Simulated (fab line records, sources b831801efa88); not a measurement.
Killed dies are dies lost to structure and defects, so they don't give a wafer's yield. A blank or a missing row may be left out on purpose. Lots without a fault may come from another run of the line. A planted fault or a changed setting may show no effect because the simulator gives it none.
Tool commonality check | flow gf180mcu | 14 lots, 42 wafers sampled

WHY IT WAS OPENED
At GF_VT_IMPLANT_TW_MEAS_21 the reading VT_IMPLANT_2_TW is flagged on 2 of 14 lots. Wafers without a fault read 1219, standard deviation 7.9.
Rule: a lot is flagged when every wafer of it that has a number lies more than 4 standard deviations from that mean, or none has a number. The other lots count as sound.

lot  | measured     | on            | VT_IMPLANT_2_TW, wafer by wafer | flag
L504 | day 6 13:50  | film_metro-04 | 1225 1216 1219                  |
L505 | day 6 20:48  | film_metro-02 | 1228 1226 1227                  |
L506 | day 7 01:38  | film_metro-04 | 1222 1214 1220                  |
L508 | day 7 18:23  | film_metro-04 | 1215 1214 1214                  |
L509 | day 7 19:21  | film_metro-04 | 1215 1223 1213                  |
L510 | day 8 03:17  | film_metro-02 | 1094 1094 1090                  | FLAGGED
L511 | day 8 08:35  | film_metro-02 | 1224 1215 1223                  |
L513 | day 8 20:59  | film_metro-04 | 1088 1087 1095                  | FLAGGED
L519 | day 10 11:02 | film_metro-04 | 1207 1207 1206                  |
L520 | day 10 16:32 | film_metro-01 | 1202 1206 1203                  |
L521 | day 10 22:27 | film_metro-02 | 1234 1233 1220                  |
L524 | day 11 17:34 | film_metro-04 | 1211 1225 1210                  |
L525 | day 12 03:32 | film_metro-04 | 1220 1214 1220                  |
L526 | day 12 07:05 | film_metro-02 | 1229 1227 1225                  |
The numbers of the flagged lots are 1091 on average: -128 against the usual, or -16 standard deviations.

WHICH TOOL RAN EACH LOT
The record holds 1 process step before the reading, out of a route of 602 steps. In each cell: the tool, then ch and the chambers that the sampled wafers went through, then the start.
lot  | flag    | GF_VT_IMPLANT_IMPLANT_19
L504 |         | implanter-04 ch 0, day 6 13:35
L505 |         | implanter-02 ch 0, day 6 20:35
L506 |         | implanter-02 ch 0, day 7 01:23
L508 |         | implanter-01 ch 0, day 7 18:08
L509 |         | implanter-01 ch 0, day 7 19:08
L510 | FLAGGED | implanter-02 ch 0, day 8 03:02
L511 |         | implanter-01 ch 0, day 8 08:20
L513 | FLAGGED | implanter-02 ch 0, day 8 20:44
L519 |         | implanter-01 ch 0, day 10 10:47
L520 |         | implanter-01 ch 0, day 10 16:17
L521 |         | implanter-04 ch 0, day 10 22:14
L524 |         | implanter-02 ch 0, day 11 17:19
L525 |         | implanter-02 ch 0, day 12 03:19
L526 |         | implanter-01 ch 0, day 12 06:52
What these steps do:
- GF_VT_IMPLANT_IMPLANT_19
- GF_VT_IMPLANT_TW_MEAS_21

FLAGGED OVER TOTAL, TOOL BY TOOL (the gauges that took the reading come last)
step                     | tool          | lots run | flagged | share of the flagged lots | sound lots run after its first flagged lot
GF_VT_IMPLANT_IMPLANT_19 | implanter-01  | 6        | 0       | none                      | -
GF_VT_IMPLANT_IMPLANT_19 | implanter-02  | 6        | 2       | all                       | 2 (L524,L525)
GF_VT_IMPLANT_IMPLANT_19 | implanter-04  | 2        | 0       | none                      | -
GF_VT_IMPLANT_TW_MEAS_21 | film_metro-01 | 1        | 0       | none                      | -
GF_VT_IMPLANT_TW_MEAS_21 | film_metro-02 | 5        | 1       | some                      | 3 (L511,L521,L526)
GF_VT_IMPLANT_TW_MEAS_21 | film_metro-04 | 8        | 1       | some                      | 3 (L519,L524,L525)

WHAT THE TABLE ALLOWS
1 row of the table ran every flagged lot: implanter-02 at GF_VT_IMPLANT_IMPLANT_19.
- implanter-02 at GF_VT_IMPLANT_IMPLANT_19: 2 of its 6 lots flagged. Sound lots ran on it after the first flagged one (L524, L525), which a lasting fault on the whole tool wouldn't allow. Its own readings lie more than 4 standard deviations out on every wafer of the flagged lots: tilt_deg.
No row of the table ran every flagged lot and no sound lot after the first.

WHAT THE SIMULATOR HAD PUT IN
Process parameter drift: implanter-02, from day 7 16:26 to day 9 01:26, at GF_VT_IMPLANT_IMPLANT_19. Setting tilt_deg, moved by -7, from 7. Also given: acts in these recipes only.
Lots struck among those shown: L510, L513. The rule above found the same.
